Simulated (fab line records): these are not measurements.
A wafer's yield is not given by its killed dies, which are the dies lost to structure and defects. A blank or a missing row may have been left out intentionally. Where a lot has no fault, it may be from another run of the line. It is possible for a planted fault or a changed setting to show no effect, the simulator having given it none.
One fault seen from 2 desks || flow sky130 || what lay behind the numbers comes last; until then each desk has only its own

== FROM THE METROLOGY DESK ==
What the gauges read, lot by lot, whatever tool the lot ran on: means of the sampled wafers that have a number. Marked OUT: a lot whose mean sits more than 4 standard deviations from the usual mean, which makes it out of limits; the brackets give that distance. It has 8 readings; the 7 that lie furthest out on some lot are the ones shown.
Columns: A = PWDE_OVL at SKY_PWDE_OVL_MEAS_07, usual 0.1 nm; B = NWELL_00_OVL at SKY_NWELL_OVL_MEAS_10, usual -0.5 nm; C = NWELL_TW at SKY_NWELL_TW_MEAS_15, usual 1809; D = NWELL_01_OVL at SKY_NWELL_OVL_MEAS_23, usual -0.2 nm; E = NWELL_2_TW at SKY_NWELL_TW_MEAS_26, usual 494; F = NWELL_RS at SKY_NWELL_RS_MEAS_29, usual 624.1 ohm/sq; G = PWDE_RS at SKY_NWELL_RS_MEAS_31, usual 5268 ohm/sq
{"lot": "L916", "first seen here": "day 4 16:35", "A": 1.1, "B": -0.7, "C": 1809, "D": -0.5, "E": 497, "F": 626.0, "G": 5262}
{"lot": "L919", "first seen here": "day 5 15:23", "A": -1.9, "B": -0.5, "C": 1823, "D": -0.6, "E": 489, "F": 624.9, "G": 5281}
{"lot": "L925", "first seen here": "day 6 22:06", "A": 1.8, "B": -0.5, "C": 1803, "D": 1.4, "E": 492, "F": 625.3, "G": 5277}
{"lot": "L926", "first seen here": "day 7 06:11", "A": 1.8, "B": -0.8, "C": 1791, "D": -2.9, "E": 491, "F": 627.8, "G": 5315}
{"lot": "L931", "first seen here": "day 8 10:44", "A": 0.7, "B": 1.0, "C": 1817, "D": -0.1, "E": 497, "F": 622.3, "G": 5272}
{"lot": "L930", "first seen here": "day 8 10:55", "A": -0.1, "B": 0.9, "C": 1826, "D": 0.7, "E": 490, "F": 623.5, "G": 5258}
This desk's verdict: no lot among the 6 shows anything out of limits.

== THE TOOL OWNER'S DESK: ilineStepper-01 ==
The tool's own readings at SKY_NWELL_EXPOSE_07 (exposes mask NWM, target cd 840 nm): means of the sampled wafers that have a number, for each lot that ran on this tool. Marked OUT: a lot whose mean sits more than 4 standard deviations from the usual mean, which makes it out of limits; the brackets give that distance.
Columns: A = stageVelMmS at SKY_NWELL_EXPOSE_07, usual 499.92 mm/s
{"lot": "L919", "first seen here": "day 6 01:25", "A": 499.64}
{"lot": "L925", "first seen here": "day 7 08:12", "A": 499.95}
{"lot": "L926", "first seen here": "day 7 16:32", "A": 500.05}
{"lot": "L930", "first seen here": "day 8 22:05", "A": 499.79}
This desk's verdict: no lot among the 4 shows anything out of limits.

== ALL TOGETHER ==
At the metrology desk, nothing out of limits was observed.
Nothing out of limits was seen by the tool owner's desk.

== WHAT HAD BEEN PUT IN BY THE SIMULATOR ==
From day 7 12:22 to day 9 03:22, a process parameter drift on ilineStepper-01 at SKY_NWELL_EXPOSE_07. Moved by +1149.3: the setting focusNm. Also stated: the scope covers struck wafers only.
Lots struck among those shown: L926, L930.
